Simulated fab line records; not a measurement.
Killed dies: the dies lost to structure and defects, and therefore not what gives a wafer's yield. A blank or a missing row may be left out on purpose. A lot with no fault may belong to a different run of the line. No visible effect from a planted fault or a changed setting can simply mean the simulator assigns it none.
fab line records	flow sky130
record: lots: 12	wafers: 36	last-day: 50
route steps=708 shown CAPM@551 VIA4@659 METAL5@677 PASSIVATION@684 PAD_OPEN@708
lots untouched by any fault: they come from a run of this same line in which no faults occurred
start-h: start of the lot's first displayed wafer, in hours after the record's first day	wait-h: hours elapsed since this lot's preceding step	" identical to the entry in the row above	L1.1+2: several wafers, shown together as one row	- no value present, or no start provided	* or withheld: withheld	< > ~ a bound
route shown NAME@n: NAME is a module with steps in the file, n the number in the route of the first one	usual: average and standard deviation across the fault-free wafers	same: alike in all rows	chamber/n: place in a boat	sites: the reading at each site	_std_site: the standard deviation of these	_edge_site: inner sites' mean taken away from outer sites' mean	radius-mm: how far each site lies from the wafer's centre	mask NAME#n: copy n	behind: the last tool/chamber to shape the wafer	hold: cause of the lot's hold/its duration in hours/its outcome	device: the transistor (n, p or np) that didn't switch	end of line: tests of these same wafers at the route's end	for a step that has no rows: nothing shown but its recipe	killed: count of dies lost to structure and defects at first sort (not the wafer's yield)	map: shows each die of a wafer: x if killed, . if not, _ if none is there
set.NAME: the run value of the setting; set.NAME@STEP: its run value at that earlier step	model.NAME: the simulator's own value behind a step, which no gauge read
steps of the route over a sample of lots; a table a step, a row a wafer
services: when a tool's chamber went out of use (start-h, in hours from the record's first day, below 0 if earlier), for how many hours, and the reason
== steps ==
step: SKY_CAPM_STRIP_14
recipe: chemistry: O2/N2	power-w: 1400	pressure-mtorr: 1500	platen-temp-c: withheld	o2-flow-sccm: 3000	n2-flow-sccm: 300	overash-fraction: 0.5
usual: drypump-motor-current-A: 6.0/0.41	oes-product-au: 0.711/0.0042	strip-time-to-endpoint-s: 12.66/0.047
same: overash-fraction: 0.5
lot.wafer	tool	chamber	start-h	wait-h	drypump-motor-current-A	oes-product-au	rf-hours-counter-h	strip-time-to-endpoint-s
L842.1	plasma-asher-02	0	875.99	0.1	6.2	0.707	104	12.67
L842.3	"	1	"	"	6.0	0.718	-	12.68
L842.5	"	1	"	"	6.0	0.710	-	12.70
L843.1	plasma-asher-03	0	880.13	0.1	6.6	0.707	15	12.74
L843.2	"	1	"	"	6.3	0.711	15	12.71
L843.5	"	0	"	"	6.6	0.713	-	12.76
L845.4	plasma-asher-03	0	893.76	0.1	6.6	0.709	-	12.69
L845.5	"	0	"	"	6.6	0.711	-	12.65
L845.6	"	1	"	"	6.3	0.710	-	12.71
L844.2	plasma-asher-02	1	896.58	0.1	6.0	0.711	106	12.71
L844.4	"	1	"	"	6.0	0.710	-	12.72
L844.6	"	0	"	"	6.2	0.714	-	12.74
L849.1	plasma-asher-02	0	943.74	0.1	6.2	0.701	110	12.60
L849.5	"	0	"	"	6.2	0.721	-	12.62
L849.6	"	1	"	"	6.0	0.714	-	12.66
L853.3	plasma-asher-02	1	951.76	0.1	6.0	0.705	-	12.65
L853.5	"	0	"	"	6.2	0.708	-	12.67
L853.6	"	1	"	"	6.0	0.714	-	12.68
L855.2	plasma-asher-03	0	970.19	0.1	6.6	0.707	23	12.68
L855.4	"	0	"	"	6.6	0.712	-	12.64
L855.6	"	1	"	"	6.3	0.714	-	12.63
L856.2	plasma-asher-04	1	977.13	0.1	5.4	0.703	87	12.57
L856.4	"	1	"	"	5.4	0.712	-	12.49
L856.5	"	0	"	"	5.5	0.712	-	12.54
L858.2	plasma-asher-04	1	984.68	0.1	5.4	0.715	88	12.65
L858.5	"	0	"	"	5.5	0.716	-	12.63
L858.6	"	1	"	"	5.4	0.710	-	12.61
L861.2	plasma-asher-04	0	1007.23	0.1	5.5	0.713	90	12.60
L861.3	"	0	"	"	5.5	0.718	-	12.59
L861.4	"	1	"	"	5.4	0.709	-	12.66
L863.1	plasma-asher-03	0	1019.34	0.1	6.6	0.718	28	12.66
L863.2	"	1	"	"	6.3	0.707	28	12.67
L863.6	"	1	"	"	6.3	0.706	-	12.73
L865.1	plasma-asher-04	0	1029.19	0.1	5.5	0.713	92	12.63
L865.4	"	0	"	"	5.5	0.716	-	12.63
L865.5	"	0	"	"	5.5	0.706	-	12.68
step: SKY_VIA4_THK_MEAS_20
recipe: thk-meas-gauge: xrf	reads: W_of_VIA4_CVD_18
usual: VIA4_W_THK: 507/7.1
lot.wafer	tool	chamber	start-h	wait-h	VIA4_W_THK[nm]
L842.1	film-metro-01	-	1004.76	0.1	511
L842.3	"	-	"	"	506
L842.5	"	-	"	"	509
L843.1	film-metro-03	-	1010.25	0.1	510
L843.2	"	-	"	"	499
L843.5	"	-	"	"	507
L845.4	film-metro-02	-	1021.79	0.1	514
L845.5	"	-	"	"	518
L845.6	"	-	"	"	509
L844.2	film-metro-02	-	1022.87	0.1	515
L844.4	"	-	"	"	510
L844.6	"	-	"	"	512
L849.1	film-metro-03	-	1066.81	0.1	509
L849.5	"	-	"	"	507
L849.6	"	-	"	"	501
L853.3	film-metro-03	-	1073.33	0.1	506
L853.5	"	-	"	"	506
L853.6	"	-	"	"	503
L855.2	film-metro-02	-	1090.91	0.1	511
L855.4	"	-	"	"	500
L855.6	"	-	"	"	505
L856.2	film-metro-02	-	1095.02	0.1	514
L856.4	"	-	"	"	516
L856.5	"	-	"	"	510
L858.2	film-metro-03	-	1101.35	0.1	499
L858.5	"	-	"	"	499
L858.6	"	-	"	"	504
L861.2	film-metro-01	-	1120.64	0.1	510
L861.3	"	-	"	"	513
L861.4	"	-	"	"	514
L863.1	film-metro-01	-	1132.55	0.1	504
L863.2	"	-	"	"	507
L863.6	"	-	"	"	509
L865.1	film-metro-02	-	1141.20	0.1	511
L865.4	"	-	"	"	506
L865.5	"	-	"	"	507
step: SKY_METAL5_STRIP_16
recipe: chemistry: O2/N2	power-w: 1400	pressure-mtorr: 1500	platen-temp-c: withheld	o2-flow-sccm: 3000	n2-flow-sccm: 300	overash-fraction: 0.5
usual: drypump-motor-current-A: 5.9/0.6	oes-product-au: 0.710/0.0046	strip-time-to-endpoint-s: 13.06/0.13
same: overash-fraction: 0.5
lot.wafer	tool	chamber	start-h	wait-h	drypump-motor-current-A	oes-product-au	rf-hours-counter-h	strip-time-to-endpoint-s
L842.1	plasma-asher-03	1	1028.34	0.2	6.3	0.711	29	13.10
L842.3	"	1	"	"	6.3	0.714	-	13.10
L842.5	"	1	"	"	6.3	0.716	-	13.14
L843.1	plasma-asher-03	0	1033.33	0.2	6.6	0.711	29	13.14
L843.2	"	1	"	"	6.3	0.708	29	13.23
L843.5	"	0	"	"	6.6	0.714	-	13.17
L845.4	plasma-asher-04	0	1045.22	0.1	5.5	0.711	-	12.80
L845.5	"	1	"	"	5.4	0.704	-	13.20
L845.6	"	0	"	"	5.5	0.718	-	12.78
L844.2	plasma-asher-03	1	1046.28	0.2	6.3	0.702	31	13.03
L844.4	"	0	"	"	6.6	0.718	-	13.03
L844.6	"	0	"	"	6.6	0.715	-	13.04
L849.1	plasma-asher-04	0	1088.11	0.4	5.5	0.714	98	13.09
L849.5	"	1	"	"	5.4	0.712	-	12.97
L849.6	"	0	"	"	5.5	0.715	-	13.05
L853.3	plasma-asher-03	1	1094.94	0.3	6.3	0.702	-	13.18
L853.5	"	1	"	"	6.3	0.712	-	13.12
L853.6	"	0	"	"	6.6	0.714	-	13.07
L855.2	plasma-asher-03	0	1111.96	0.3	6.6	0.705	37	13.07
L855.4	"	0	"	"	6.6	0.713	-	13.01
L855.6	"	0	"	"	6.6	0.704	-	13.04
L856.2	plasma-asher-01	0	1115.84	0.2	5.0	0.713	63	13.12
L856.4	"	0	"	"	5.0	0.713	-	13.22
L856.5	"	0	"	"	5.0	0.715	-	13.10
L858.2	plasma-asher-04	1	1121.94	0.2	5.4	0.712	101	13.15
L858.5	"	1	"	"	5.4	0.703	-	12.79
L858.6	"	0	"	"	5.5	0.713	-	13.05
L861.2	plasma-asher-03	0	1141.21	0.3	6.6	0.715	40	13.08
L861.3	"	0	"	"	6.5	0.717	-	13.00
L861.4	"	1	"	"	6.3	0.713	-	13.06
L863.1	plasma-asher-04	0	1150.94	0.2	5.5	0.708	104	13.23
L863.2	"	1	"	"	5.4	0.713	104	13.09
L863.6	"	1	"	"	5.4	0.710	-	13.10
L865.1	plasma-asher-01	0	1160.01	0.4	5.0	0.705	67	13.25
L865.4	"	0	"	"	5.0	0.705	-	13.13
L865.5	"	0	"	"	5.0	0.707	-	13.22
step: SKY_PASSIVATION_THK_MEAS_03
recipe: reads: Si3N4_of_PASSIVATION_CVD_02
usual: PASSIVATION_CVD_02_THK: 539/6.6
lot.wafer	tool	chamber	start-h	wait-h	PASSIVATION_CVD_02_THK[nm]
L842.1	film-metro-01	-	1029.25	-	531
L842.3	"	-	"	"	536
L842.5	"	-	"	"	536
L843.1	film-metro-01	-	1034.24	-	533
L843.2	"	-	"	"	543
L843.5	"	-	"	"	543
L845.4	film-metro-02	-	1046.25	-	529
L845.5	"	-	"	"	536
L845.6	"	-	"	"	538
L844.2	film-metro-04	-	1047.19	-	526
L844.4	"	-	"	"	537
L844.6	"	-	"	"	552
L849.1	film-metro-01	-	1089.05	-	541
L849.5	"	-	"	"	536
L849.6	"	-	"	"	551
L853.3	film-metro-01	-	1095.91	-	541
L853.5	"	-	"	"	550
L853.6	"	-	"	"	543
L855.2	film-metro-04	-	1112.88	-	533
L855.4	"	-	"	"	537
L855.6	"	-	"	"	543
L856.2	film-metro-02	-	1116.77	-	535
L856.4	"	-	"	"	538
L856.5	"	-	"	"	545
L858.2	film-metro-04	-	1122.85	-	544
L858.5	"	-	"	"	550
L858.6	"	-	"	"	553
L861.2	film-metro-01	-	1142.12	-	538
L861.3	"	-	"	"	539
L861.4	"	-	"	"	549
L863.1	film-metro-02	-	1151.84	-	534
L863.2	"	-	"	"	528
L863.6	"	-	"	"	548
L865.1	film-metro-02	-	1161.03	-	539
L865.4	"	-	"	"	551
L865.5	"	-	"	"	541
step: SKY_PAD_OPEN_PROBE_99
usual: defect-limited-yield: 82.4/2	killed_at_M0_to_M3: 44/7.1	killed_at_M4_up: 3/1.6	killed-at-contacts: 24/5.4	killed-at-front-end: 15/4.7	killed-at-other: 0.3/0.51	killed-dies: 87/9.9	killed-open: 48/7.6	killed-short: 39/6.3	sort_bin_3_pad_short: 0.9/0.39	sort_bin_5_function: 10.5/1.6	sort_bin_6_memory: 6.3/1.1	sort-n-pass: 405/9.9	sort-yield-pct: 82.4/2
same: gross-dies: 492	killed-at-back-side: 0	sort_bin_4_leakage[%]: 0	sort_bin_8_speed[%]: 0
lot.wafer	tool	chamber	start-h	wait-h	defect-limited-yield[%]	killed_at_M0_to_M3	killed_at_M4_up	killed-at-contacts	killed-at-front-end	killed-at-other	killed-dies	killed-open	killed-short	sort_bin_3_pad_short[%]	sort_bin_5_function[%]	sort_bin_6_memory[%]	sort-n-pass	sort-yield-pct[%]
L849.1	prober-02	-	1132.20	0.1	75.4	38	1	18	11	53	121	44	24	4.9	14.0	5.7	371	75.4
L849.5	prober-02	-	1132.40	0.2	72.2	50	2	28	6	51	137	55	31	4.5	17.5	5.9	355	72.2
L849.6	prober-02	-	1132.45	0.2	78.3	45	3	21	19	19	107	55	34	1.2	14.2	6.3	385	78.3
L853.3	prober-02	-	1138.09	0.2	77.4	41	2	23	24	21	111	57	33	2.4	13.6	6.5	381	77.4
L853.5	prober-02	-	1138.19	0.2	73.0	46	2	23	9	53	133	54	26	3.0	17.9	6.1	359	73.0
L853.6	prober-02	-	1138.24	0.2	77.6	42	4	20	17	27	110	43	40	1.4	13.8	7.1	382	77.6
L861.2	prober-02	-	1179.51	0.1	84.3	43	4	14	16	0	77	45	32	0.6	8.3	6.7	415	84.3
L861.3	prober-02	-	1179.56	0.2	85.4	39	5	18	10	0	72	37	35	0.6	8.5	5.5	420	85.4
L861.4	prober-02	-	1179.61	0.2	82.7	39	2	29	14	1	85	48	37	0.6	10.6	6.1	407	82.7
killed by level:class
L849.1 CAPM:unspecified=53 VIA1:geometric-particle:open=9 CONTACT:geometric-particle:open=7 VIA1:geometric-particle:short=5 VIA3:geometric-particle:open=5 POLY_GATE:geometric-particle:open=4 LI_CONTACT:geometric-particle:open=4 CONTACT:geometric-particle:short=4
L849.5 CAPM:unspecified=51 VIA1:geometric-particle:open=19 CONTACT:geometric-particle:open=14 VIA3:geometric-particle:open=10 METAL2:geometric-particle:short=7 LI_CONTACT:geometric-particle:open=6 LOCAL_INTERCONNECT:geometric-particle:short=4 VIA1:geometric-particle:short=3
L849.6 CAPM:unspecified=18 VIA1:geometric-particle:open=10 VIA3:geometric-particle:open=10 LI_CONTACT:geometric-particle:open=9 CONTACT:geometric-particle:open=8 VIA2:geometric-particle:open=7 VIA3:geometric-particle:short=6 FIELD_ISO:geometric-particle:short=5
L853.3 CAPM:unspecified=21 VIA1:geometric-particle:open=12 LI_CONTACT:geometric-particle:open=9 CONTACT:geometric-particle:open=7 VIA3:geometric-particle:open=6 FIELD_ISO:geometric-particle:short=5 METAL1:geometric-particle:short=5 VIA2:geometric-particle:open=4
L853.5 CAPM:unspecified=53 VIA1:geometric-particle:open=19 CONTACT:geometric-particle:open=13 METAL2:geometric-particle:short=6 METAL1:geometric-particle:short=5 VIA3:geometric-particle:open=4 VIA2:geometric-particle:open=4 POLY_GATE:geometric-particle:open=3
L853.6 CAPM:unspecified=27 VIA1:geometric-particle:open=9 VIA3:geometric-particle:open=8 CONTACT:geometric-particle:open=7 CONTACT:geometric-particle:short=6 VIA1:geometric-particle:short=6 METAL2:geometric-particle:short=5 SPACER:geometric-particle:short=4
L861.2 VIA1:geometric-particle:open=11 VIA3:geometric-particle:open=9 LI_CONTACT:geometric-particle:open=6 FIELD_ISO:geometric-particle:open=5 POLY_GATE:geometric-particle:short=5 METAL1:geometric-particle:short=5 VIA1:geometric-particle:short=5 FIELD_ISO:geometric-particle:short=4
L861.3 VIA1:geometric-particle:open=11 VIA2:geometric-particle:open=6 CONTACT:geometric-particle:short=6 VIA1:geometric-particle:short=5 LI_CONTACT:geometric-particle:open=4 LOCAL_INTERCONNECT:geometric-particle:short=4 VIA3:geometric-particle:open=4 POLY_GATE:geometric-particle:open=3
L861.4 VIA1:geometric-particle:open=13 CONTACT:geometric-particle:open=8 LOCAL_INTERCONNECT:geometric-particle:short=7 METAL2:geometric-particle:short=7 FIELD_ISO:geometric-particle:open=5 CONTACT:geometric-particle:short=5 POLY_GATE:geometric-particle:short=4 LOCAL_INTERCONNECT:geometric-particle:open=4
== services ==
tool	chamber	start-h	hours	kind
plasma-asher-04	-	888.44	2.3	repair
plasma-asher-02	-	923.70	1.6	repair
plasma-asher-02	-	923.72	0.9	repair
plasma-asher-04	-	953.35	3.3	repair
plasma-asher-03	-	961.75	1.2	repair
plasma-asher-01	-	990.56	1.6	repair
plasma-asher-04	-	1046.80	2.8	pm
plasma-asher-02	-	1055.25	9.0	pm
plasma-asher-02	0	1055.25	9.0	vent-cycle
plasma-asher-02	1	1055.25	9.0	vent-cycle
plasma-asher-02	0	1064.25	-	clean
plasma-asher-02	1	1064.25	-	clean
plasma-asher-02	-	1080.87	0.6	repair
plasma-asher-02	-	1153.09	4.0	repair
== key ==
first-sign: step: SKY_PAD_OPEN_PROBE_99	reading: killed-at-other	direction: up	sigmas: 37	usual: 0.3	struck: 37.3
effect: step: SKY_PAD_OPEN_PROBE_99	reading: sort_bin_3_pad_short	direction: up	sigmas: 5.3	usual: 0.9	struck: 2.9	wafers-moved: 5
met-at SKY_CAPM_STRIP_14
struck-lots L849,L853
not-acting-at SKY_VIA4_THK_MEAS_20,SKY_METAL5_STRIP_16,SKY_PASSIVATION_THK_MEAS_03
onset-between 896.58 943.74
fault: kind: chamber-particle-source	tool: plasma-asher-02	chamber: -	onset-h: 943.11	steps: SKY_CAPM_STRIP_14	rate-per-visit-cm2: 0.93585	end-h: 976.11
